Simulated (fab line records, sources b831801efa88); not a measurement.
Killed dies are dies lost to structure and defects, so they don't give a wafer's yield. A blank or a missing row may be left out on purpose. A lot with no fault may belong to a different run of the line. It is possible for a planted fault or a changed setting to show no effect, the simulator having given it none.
One fault through the eyes of 2 desks	flow sky130	only its own numbers are on each desk; what lay behind them is given at the end

## TOOL OWNER'S DESK, pvd sputter-01
At SKY_LI_CONTACT_SPUTTER_20 (material TiN, target thk 20 nm, time 80 s) the tool's own readings: per lot run on this tool, the mean of the sampled wafers that have a number. The brackets show how far a lot's mean lies from the usual mean; more than 4 standard deviations puts the lot out of limits, marked OUT.
Columns: A = chamber pressure pa at SKY_LI_CONTACT_SPUTTER_20, usual 4.999 Pa; B = throttle valve pct at SKY_LI_CONTACT_SPUTTER_20, usual 29.7 %
lot	first seen here	A	B
L883	day 29 06:35	4.993	27.4
L894	day 33 01:00	4.751 (-25) OUT	29.5
L895	day 33 08:35	4.757 (-25) OUT	29.5
L903	day 35 19:52	4.996	28.5
L904	day 36 07:02	4.989	28.3
Finding of this desk: L894, L895 out of limits; the first was L894 at day 33 01:00, on chamber pressure pa at SKY_LI_CONTACT_SPUTTER_20. In limits: L883, L903, L904.

## AT THE METROLOGY DESK
Lot by lot, what the gauges showed, no matter which tool ran the lot: averages of those sampled wafers that carry a number. The brackets show how far a lot's mean lies from the usual mean; more than 4 standard deviations puts the lot out of limits, marked OUT.
Columns: A = CONTACT_HDPCVD_THK at SKY_CONTACT_THK_MEAS_03, usual 572 nm
lot	first seen here	A
L883	day 30 12:30	565
L894	day 34 05:07	573
L895	day 34 13:01	578
L897	day 35 03:22	570
L898	day 35 19:44	573
L900	day 36 04:40	574
L901	day 36 06:31	576
L902	day 36 17:59	573
L903	day 36 23:22	565
L904	day 37 11:07	571
L905	day 38 01:10	570
L906	day 38 07:55	564
Finding of this desk: none of the 12 lots has anything out of limits.

## PUT TOGETHER
On L894, L895, at day 33 01:00, an alarm was possible from the tool owner's desk.
Nothing out of limits was seen by the metrology desk.
The metrology desk holds a record of L894, L895, inside its limits.
On pvd sputter-01, each named lot ran SKY_LI_CONTACT_SPUTTER_20.

## WHAT HAD BEEN PUT IN BY THE SIMULATOR
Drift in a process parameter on pvd sputter-01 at SKY_LI_CONTACT_SPUTTER_20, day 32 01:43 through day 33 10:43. The setting chamber pressure pa was moved by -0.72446, starting from 5. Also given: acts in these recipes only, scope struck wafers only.
Shown lots that were struck: L894, L895.
Delay in hours, fault start to first out-of-limits reading, by desk: the tool owner's desk at 23.
